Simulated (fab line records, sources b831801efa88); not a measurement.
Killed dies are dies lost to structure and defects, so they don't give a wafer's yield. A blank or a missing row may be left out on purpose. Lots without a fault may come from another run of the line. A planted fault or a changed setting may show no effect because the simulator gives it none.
A struck lot beside a sound one | flow sky130 | 15 steps out of a route of 708
Sound: wafers L975.1, L975.4, L975.6. Struck: wafers L987.1, L987.3, L987.4. The cause comes at the end.
At each step with rows: each side's tool, then ch and its chambers, then its first start. Under that, the readings that differ: sound wafers | struck wafers | difference of the means | sigmas: that difference in standard deviations of wafers without a fault.
alike: readings whose means differ by less than 2 such deviations, and words and numbers that are the same on both sides. not compared: withheld readings, readings that some wafer has no value for, bounds like >300 that may hide the same value, and numbers for which the record gives no deviation and whose values overlap.
The two part at a step that has a row with sigmas, a row that says differs or no value, or rows on one side only. Numbers that don't overlap but have no deviation are shown without sigmas and don't part them. A reading that every wafer of one side lacks parts them only if that side has two wafers or more.

first, 1 step without rows for these wafers: SKY_FIELD_ISO_ANNEAL_26 (time 1800 s).
SKY_FIELD_ISO_CMP_27: polishes, stops on Si3N4, t overpolish 16 s, target thk 457.8 nm.
  sound on cmp-02 ch 0,3, day 3 00:05; struck on cmp-01 ch 0,2,3, day 5 17:02
  alike: motor_current_A, overpolish_run_s, time_to_endpoint_s
then, 5 steps without rows for these wafers: SKY_FIELD_ISO_WET_ETCH_28 (etches SiO2 in dHF, target depth 23.7 nm, time 47 s); SKY_FIELD_ISO_WET_ETCH_29 (etches Si3N4 in H3PO4, target depth 160 nm, time 1825 s); SKY_FIELD_ISO_WET_ETCH_30 (etches SiO2 in dHF, target depth 25 nm, time 50 s); SKY_NWELL_CLEAN_00 (cleans in SC1/SC2, time 150 s); SKY_NWELL_OXIDATION_01 (stabilise 600 s, purge 300 s, target thk 10 nm).
SKY_NWELL_THK_MEAS_02:
  sound on film_metro-04, day 3 02:20; struck on film_metro-04, day 5 19:35
  alike: NWELL_OXIDATION_THK
then, 4 steps without rows for these wafers: SKY_DNWELL_DEHYDRATE_00 (time 60 s); SKY_DNWELL_HMDS_01 (prime time 60 s); SKY_DNWELL_COAT_02 (resist thk 3000 nm); SKY_DNWELL_SOFTBAKE_03.
SKY_DNWELL_EXPOSE_04: exposes mask DNM, target cd 3000 nm.
  sound on iline_stepper-01 ch 0, day 3 09:56; struck on iline_stepper-01 ch 0, day 6 05:02
  reading | sound             | struck                     | difference | sigmas
  mask    | DNM#0 DNM#0 DNM#0 | DNM_R1#0 DNM_R1#0 DNM_R1#0 | differs    |
then, 1 step without rows for these wafers: SKY_DNWELL_PEB_05.
-- the record jumps here: 43 days lie between the struck wafers' starts before and after (it left off in module DNWELL and takes up again in module PAD_OPEN, whose first step shown is number 708 of the route) --
SKY_PAD_OPEN_PROBE_99:
  sound on prober-02, day 47 01:57; struck on prober-01, day 49 09:19
  reading                                  | sound             | struck            | difference | sigmas
  model.etest.res_deep_nwell.width_nm (nm) | 2997 3005 3016    | 2384 2386 2383    | -622       |
  model.etest.res_deep_nwell.line_ohm_um   | 750.4 744.6 755.9 | 904.5 921.7 907.3 | +160.9     |
  alike: killed_at_M0_to_M3, killed_at_M4_up, killed_at_contacts, killed_at_front_end, killed_at_other, killed_dies, killed_open, killed_short

WHERE THEY PART
Only at SKY_DNWELL_EXPOSE_04, within this record. Later steps at which nothing parts them and some readings are alike: SKY_PAD_OPEN_PROBE_99.

WHY: what the simulator had put in
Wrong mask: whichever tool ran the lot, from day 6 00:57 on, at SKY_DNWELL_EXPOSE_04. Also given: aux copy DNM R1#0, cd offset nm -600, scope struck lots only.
